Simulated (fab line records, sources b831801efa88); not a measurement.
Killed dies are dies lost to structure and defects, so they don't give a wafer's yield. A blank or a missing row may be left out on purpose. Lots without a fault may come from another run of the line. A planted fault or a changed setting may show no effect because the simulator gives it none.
Problem report in the 8D (eight disciplines) form, filled by code | flow sky130 | the parts of the form that need people (team, actions taken, sign-off) are left out

1. THE PROBLEM
POLY_GATE_CVD_00_THK at SKY_POLY_GATE_THK_MEAS_01 reads a mean of 152.2 nm on 6 wafers of 2 lots; wafers without a fault read 179.7 nm with a standard deviation of 1.5. That is -18 standard deviations from the usual mean.
First seen on wafer L715.1, day 16 10:32, on film_metro-03. The record holds 30 wafers of 10 lots with a number at this step. Rule for "out", or "out of limits": more than 4 standard deviations from the usual mean. The other wafers with a number count as sound.

2. WHAT IT IS AND WHAT IT IS NOT
question                    | is                           | is not
which readings at this step | POLY_GATE_CVD_00_THK         | -
which lots                  | L715, L716                   | L708, L712, L725, L727, L728, L729, L730, L731
which wafers of those lots  | all that have a number       | -
read on which gauges        | film_metro-02, film_metro-03 | film_metro-01
when                        | from day 16 10:32            | up to then (6 sound wafers); but 18 sound wafers of L725, L727, L728, L729, L730, L731 came after

3. SUSPECTS, AND WHAT RULES EACH OUT
Counting: a tool at a process step up to the reading stays a suspect if it ran every lot that is out and no sound lot after the first of them.
- the gauge at SKY_POLY_GATE_THK_MEAS_01: ruled out. The wafers that are out were read on 2 gauges (film_metro-02, film_metro-03).
- lpcvd-01 at SKY_POLY_GATE_CVD_00 (deposits poly-Si, target thk 180 nm, time 720 s): ruled out as a lasting fault. Sound lots L725, L727, L728, L729, L730, L731 ran on it after its first lot that is out, L715 (day 16 09:20).
Left after counting: nothing in the record.

4. THE CAUSE (what the simulator had put in)
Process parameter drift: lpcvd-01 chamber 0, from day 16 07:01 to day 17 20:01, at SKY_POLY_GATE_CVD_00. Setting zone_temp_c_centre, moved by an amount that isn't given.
Counting ruled it out, wrongly: the rule takes a fault to strike every lot that its tool runs from its start on, and this one did not.

5. THE CHAIN OF EFFECTS, in route order
Each row: a reading whose mean over the struck wafers that have a number lies more than 3 standard deviations from the usual. Only readings for which the record gives a usual standard deviation are gone through. hours: the time from each lot's start at the first step in this table that gives one to its start at this step, as a median over the lots. sigmas: the change in usual standard deviations.
hours | step                      | reading              | usual      | on struck wafers | change | sigmas
0     | SKY_POLY_GATE_CVD_00      | spike_tc_centre_C    | 621.4 C    | 597.3            | -24.1  | -22
0     | SKY_POLY_GATE_CVD_00      | spike_tc_lower_C     | 620.1 C    | 624.0            | +3.9   | +3.2
0     | SKY_POLY_GATE_CVD_00      | spike_tc_upper_C     | 618.9 C    | 623.4            | +4.5   | +3.4
0     | SKY_POLY_GATE_CVD_00      | zone_power_lower_pct | 9.1 %      | 10.6             | +1.5   | +3.9
1     | SKY_POLY_GATE_THK_MEAS_01 | POLY_GATE_CVD_00_THK | 179.7 nm   | 152.2            | -27.5  | -18
64    | SKY_POLY_GATE_ETCH_17     | oes_product_au       | 0.980 a.u. | 0.880            | -0.100 | -13
The process steps in it:
- SKY_POLY_GATE_CVD_00: deposits poly-Si, target thk 180 nm, time 720 s.
- SKY_POLY_GATE_ETCH_17: etches poly-Si in HBr/Cl2, stops on SiO2, target depth 180 nm, time 70.5 s.

6. WHAT WOULD HAVE CAUGHT IT SOONER
In this record the first reading out of limits at a measuring or inspecting step was taken at day 16 10:32, 4 hours after the fault began at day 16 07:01.
The tool's own readings at SKY_POLY_GATE_CVD_00 were out on every struck wafer that the step has a row for (spike_tc_centre_C): an alarm limit on them would have fired on the first of those.
